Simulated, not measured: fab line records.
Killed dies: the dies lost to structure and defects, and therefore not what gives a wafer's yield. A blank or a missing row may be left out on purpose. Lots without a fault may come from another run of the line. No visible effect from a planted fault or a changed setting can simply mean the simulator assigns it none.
Chamber matching ; flow sky130 ; SKY_VIA3_ETCH_14 on rieDiel-02 has 4 sister chambers
The step etches BARC in N2/H2, stops on SiO2, time 45.9 s, target depth 60 nm. 16 wafers are shown with their chamber, then 8 later ones without.

EACH WAFER AND ITS CHAMBER
wafer;chamber;drypumpMotorCurrentA (A);oesProductAu (a.u.);throttleValvePct (%)
L077.2;0;5.4;0.850;13.230
L077.4;0;5.4;0.858;13.218
L077.5;1;5.0;0.853;13.220
L082.3;2;5.9;0.849;13.223
L082.5;0;5.4;0.850;13.230
L082.6;3;5.0;0.852;13.224
L083.3;1;5.0;0.859;13.230
L083.5;1;5.0;0.854;13.226
L083.6;2;5.9;0.851;13.239
L086.3;2;6.0;0.847;13.224
L086.5;1;5.0;0.858;13.225
L086.6;0;5.4;0.848;13.218
L087.2;1;5.0;0.860;13.233
L087.3;2;5.9;0.848;13.224
L087.6;0;5.4;0.862;13.248
L088.1;2;6.0;0.860;13.240

SIGNATURES, as means of the wafers listed above
reading;chamber 0;chamber 1;chamber 2;chamber 3;scatter within a chamber
drypumpMotorCurrentA;5.400;5.000;5.940;5.000;0.0316
oesProductAu;0.85360;0.85680;0.85100;0.85200;0.00497
throttleValvePct;13.22880;13.22680;13.23000;13.22400;0.00915
Rule: distance of a wafer from a chamber = root of the sum over the readings of ((wafer's reading minus chamber's mean) / reading's scatter) squared. The wafer belongs to the nearest chamber; if the next one is less than 2 further off, it can't be placed. The scatter: take each reading less its chamber's mean, square it, sum over the shown wafers, divide by the number of wafers less the number of chambers, and take the root.

WAFERS WHOSE CHAMBER IS MISSING
wafer;drypumpMotorCurrentA (A);oesProductAu (a.u.);throttleValvePct (%)
L088.2;5.0;0.851;13.229
L088.6;5.4;0.855;13.224
L094.2;6.0;0.849;13.229
L094.5;5.0;0.863;13.233
L094.6;5.4;0.856;13.236
L096.1;5.0;0.847;13.231
L096.2;6.0;0.856;13.224
L096.6;6.0;0.855;13.215

CHAMBER TAKEN BY EACH
wafer;from the rows above;in truth
L088.2;can't be placed: 3 or 1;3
L088.6;0;0
L094.2;2;2
L094.5;can't be placed: 1 or 3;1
L094.6;0;0
L096.1;can't be placed: 3 or 1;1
L096.2;2;2
L096.6;2;2
Correctly placed: 5 of 8. Unplaceable from these rows: 3, with the true chamber sitting among the candidates in 3. Number placed wrongly: 0.
